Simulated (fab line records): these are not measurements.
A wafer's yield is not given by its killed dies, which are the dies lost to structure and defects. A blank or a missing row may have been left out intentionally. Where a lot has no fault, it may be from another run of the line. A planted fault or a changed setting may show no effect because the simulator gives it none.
The tool behind it: which one? | flow gf180mcu | 6 lots with 17 wafers sampled at 2 steps, on a route of 602 steps

## WHAT EACH GAUGE READ, for each wafer
GF_DNWELL_TW_MEAS_09.
lot  | measured    | on            | DNWELL_TW
L904 | day 3 06:50 | film-metro-03 | 1349 1349 1344
L906 | day 3 20:31 | film-metro-01 | 1348 1337 1340
L910 | day 4 20:53 | film-metro-01 | 1323 1327 1325
L912 | day 5 06:53 | film-metro-01 | 1345 1348 1343
L914 | day 5 17:14 | film-metro-01 | 1468 1337 1343
L917 | day 6 08:37 | film-metro-01 | 1333 1460

## WHICH TOOL RAN EACH LOT (tool, then ch and the chambers of the sampled wafers, then the start)
lot  | GF_DNWELL_IMPLANT_07
L904 | implanter-01 ch 0, day 3 06:35
L906 | implanter-03 ch 0, day 3 20:16
L910 | implanter-02 ch 0, day 4 20:40
L912 | implanter-03 ch 0, day 5 06:38
L914 | implanter-03 ch 0, day 5 16:59
L917 | implanter-03 ch 0, day 6 08:23
- GF_DNWELL_IMPLANT_07

## THE ANSWER, worked out from the rows above alone
Rule: the lots themselves supply what counts as usual. Put in order of their means at a reading, lots are off if they are a third of the lots or fewer, leave a main group of 4 or more, and stand apart from it by a gap of 3 or more times the standard deviation of the main group's means; of several such gaps the widest counts. The tables above print the reading to a certain number of digits; a main group whose means all agree to those digits is not used. Also off: a lot with no number at a reading for which 4 or more lots have one. All remaining lots with rows at the step are treated as sound.
Off: L914, L917, seen at GF_DNWELL_TW_MEAS_09 (DNWELL_TW). For the main group the mean is 1340 and the standard deviation 8.8.
If a tool, at a process step before that reading, ran all the lots that are off and no sound lot after the first of them, it fits. Those tools and the gauges at GF_DNWELL_TW_MEAS_09 are tried in the same way. Can't be told from this: 2 tools fit, implanter-03 at GF_DNWELL_IMPLANT_07, film-metro-01 at GF_DNWELL_TW_MEAS_09.

## WHAT WAS PUT IN BY THE SIMULATOR
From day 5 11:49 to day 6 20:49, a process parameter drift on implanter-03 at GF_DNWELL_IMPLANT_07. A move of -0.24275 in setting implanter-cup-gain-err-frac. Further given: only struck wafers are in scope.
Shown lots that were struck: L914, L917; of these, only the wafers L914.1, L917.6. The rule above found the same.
